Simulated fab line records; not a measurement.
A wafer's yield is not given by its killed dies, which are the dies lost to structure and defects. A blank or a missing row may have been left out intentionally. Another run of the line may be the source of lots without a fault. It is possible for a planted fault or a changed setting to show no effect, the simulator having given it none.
Which tool did it? | flow sky130 | Sampling: 13 lots, 39 wafers, 5 of 708 route steps

## WHAT THE GAUGES READ, wafer by wafer
SKY_VT_ADJUST_LVTN_OVL_MEAS_07.
lot  | measured     | on         | VT_ADJUST_LVTN_OVL (nm)
L210 | day 7 06:14  | overlay-01 | 2.0 1.1 2.0
L212 | day 7 18:34  | overlay-02 | 0.0 0.9 1.4
L213 | day 8 15:41  | overlay-01 | 0.1 1.2 0.5
L214 | day 8 21:05  | overlay-01 | 0.7 0.4 0.8
L216 | day 9 05:35  | overlay-01 | 0.6 -1.2 0.8
L217 | day 9 06:09  | overlay-01 | 0.1 -0.1 -0.7
L218 | day 9 14:40  | overlay-01 | 1.2 3.0 3.3
L219 | day 9 23:25  | overlay-02 | 4.0 2.4 2.8
L221 | day 10 13:15 | overlay-01 | -0.5 -0.4 -0.9
L224 | day 11 00:18 | overlay-02 | 2.0 1.1 1.0
L227 | day 11 21:58 | overlay-02 | 0.9 -1.1 0.0
L229 | day 12 13:46 | overlay-02 | 0.5 3.3 2.0
L230 | day 12 21:58 | overlay-02 | 0.6 1.3 0.5

SKY_VT_ADJUST_HVTR_CD_MEAS_07 targets a cd of 380 nm.
lot  | measured     | on        | cd-nm (nm)
L210 | day 9 22:01  | cd-sem-01 | 381.1 379.7 379.4
L212 | day 10 11:43 | cd-sem-01 | 383.0 380.6 380.8
L213 | day 11 11:46 | cd-sem-01 | 381.7 379.5 380.9
L214 | day 11 17:40 | cd-sem-02 | 379.4 380.7 380.3
L216 | day 12 02:13 | cd-sem-01 | 380.5 380.0 379.8
L217 | day 12 02:26 | cd-sem-01 | 380.4 380.1 377.9
L218 | day 12 12:46 | cd-sem-01 | 379.8 383.1 381.7
L219 | day 12 20:08 | cd-sem-02 | 380.2 379.1 380.8
L221 | day 13 11:07 | cd-sem-01 | 376.9 378.2 377.5
L224 | day 14 00:56 | cd-sem-02 | 382.2 382.5 382.7
L227 | day 15 00:00 | cd-sem-02 | 384.5 381.3 385.5
L229 | day 15 18:08 | cd-sem-02 | 385.9 381.5 382.1
L230 | day 16 05:46 | cd-sem-02 | 382.0 379.8 383.5

SKY_VT_ADJUST_PCH_TW_MEAS_10.
lot  | measured     | on            | VT_ADJUST_PCH_TW
L210 | day 10 21:06 | film-metro-01 | 141.0 141.2 141.0
L212 | day 11 11:23 | film-metro-01 | 140.9 141.4 140.5
L213 | day 12 11:26 | film-metro-01 | 140.1 141.1 140.4
L214 | day 12 17:11 | film-metro-03 | 143.4 143.3 142.8
L216 | day 12 23:28 | film-metro-01 | 139.9 139.8 140.9
L217 | day 12 23:41 | film-metro-04 | 142.3 142.6 142.7
L218 | day 13 11:34 | film-metro-03 | 144.0 143.6 144.1
L219 | day 13 21:42 | film-metro-03 | 143.8 143.3 143.4
L221 | day 14 13:40 | film-metro-01 | 139.5 140.2 140.3
L224 | day 15 03:51 | film-metro-01 | 168.4 169.0 168.5
L227 | day 16 03:41 | film-metro-03 | 144.5 144.4 143.5
L229 | day 16 22:31 | film-metro-04 | 173.2 173.4 174.0
L230 | day 17 11:01 | film-metro-04 | 173.2 173.8 172.5

SKY_SONOS_TUNNEL_OVL_MEAS_08.
lot  | measured     | on         | SONOS_TUNNEL_OVL (nm)
L210 | day 11 20:26 | overlay-01 | 0.9 1.7 1.3
L212 | day 12 10:43 | overlay-01 | -1.7 -2.5 -1.7
L213 | day 13 09:06 | overlay-01 | -2.6 -2.8 -1.8
L214 | day 13 17:53 | overlay-01 | -3.9 -2.3 -0.8
L216 | day 14 01:41 | overlay-02 | -2.2 -2.0 0.5
L217 | day 14 01:59 | overlay-01 | 0.2 -0.2 -0.5
L218 | day 14 13:47 | overlay-02 | -2.3 -1.7 -0.8
L219 | day 15 00:15 | overlay-02 | -0.7 -1.2 -1.9
L221 | day 15 16:35 | overlay-02 | -0.6 -0.1 -1.6
L224 | day 16 07:18 | overlay-02 | -0.7 0.8 0.9
L227 | day 17 08:17 | overlay-02 | -2.2 -1.4 -2.5
L229 | day 18 02:50 | overlay-01 | -0.1 0.4 -1.0
L230 | day 18 16:44 | overlay-02 | 0.1 -1.2 0.9

## TOOL THAT RAN EACH LOT (tool first, then ch and the chambers of the sampled wafers, then the start)
lot  | SKY_VT_ADJUST_PCH_IMPLANT_08
L210 | implanter-04 ch 0, day 10 20:52
L212 | implanter-04 ch 0, day 11 11:10
L213 | implanter-04 ch 0, day 12 11:11
L214 | implanter-01 ch 0, day 12 16:58
L216 | implanter-04 ch 0, day 12 23:14
L217 | implanter-01 ch 0, day 12 23:26
L218 | implanter-01 ch 0, day 13 11:20
L219 | implanter-02 ch 0, day 13 21:27
L221 | implanter-01 ch 0, day 14 13:27
L224 | implanter-04 ch 0, day 15 03:17
L227 | implanter-01 ch 0, day 16 03:26
L229 | implanter-04 ch 0, day 16 21:57
L230 | implanter-04 ch 0, day 17 10:28
- SKY_VT_ADJUST_PCH_IMPLANT_08

## WHAT THE TOOLS THEMSELVES READ (means of the sampled wafers that have a number; where no wafer has one, the mark that the record gives instead)
SKY_VT_ADJUST_PCH_IMPLANT_08.
lot  | tool         | faraday-current-uA
L210 | implanter-04 | 2.78
L212 | implanter-04 | 2.73
L213 | implanter-04 | 2.82
L214 | implanter-01 | 2.83
L216 | implanter-04 | 2.79
L217 | implanter-01 | 2.85
L218 | implanter-01 | 2.78
L219 | implanter-02 | 2.76
L221 | implanter-01 | 2.81
L224 | implanter-04 | 2.84
L227 | implanter-01 | 2.81
L229 | implanter-04 | 2.80
L230 | implanter-04 | 2.83

## THE ANSWER, worked out from the rows above alone
Rule: the usual values come from the lots themselves. The widest of any qualifying gaps counts: lots, ordered by their means at a reading, are off when they make up no more than a third of the lots, leave a main group of 4 or more, and stand apart from it by 3 or more times the standard deviation of that group's means. If all means in a main group match to the digits the tables above print for the reading, that group is not used. A lot without any number at a reading at which 4 lots or more have one is off too. Where the step has rows for the other lots, those lots are counted as sound. First the gauges in route order, then the tools' own readings, where a lot's mean is used as printed above. At the first step where some lot is off, the reading lying furthest off is the one used; lots without a number count as furthest.
Off: at SKY_VT_ADJUST_PCH_TW_MEAS_10 (VT_ADJUST_PCH_TW), L224, L229, L230. The main group: mean 142.0, standard deviation 1.5.
If a tool, at a process step before that reading, ran all the lots that are off and no sound lot after the first of them, it fits. The gauges at SKY_VT_ADJUST_PCH_TW_MEAS_10 are tried like those tools. One candidate fits, namely implanter-04 at SKY_VT_ADJUST_PCH_IMPLANT_08. Its last sound lot is L216 (day 12 23:14), its first lot that is off L224 (day 15 03:17): a fault that began between those two fits.

## WHAT THE SIMULATOR PUT IN
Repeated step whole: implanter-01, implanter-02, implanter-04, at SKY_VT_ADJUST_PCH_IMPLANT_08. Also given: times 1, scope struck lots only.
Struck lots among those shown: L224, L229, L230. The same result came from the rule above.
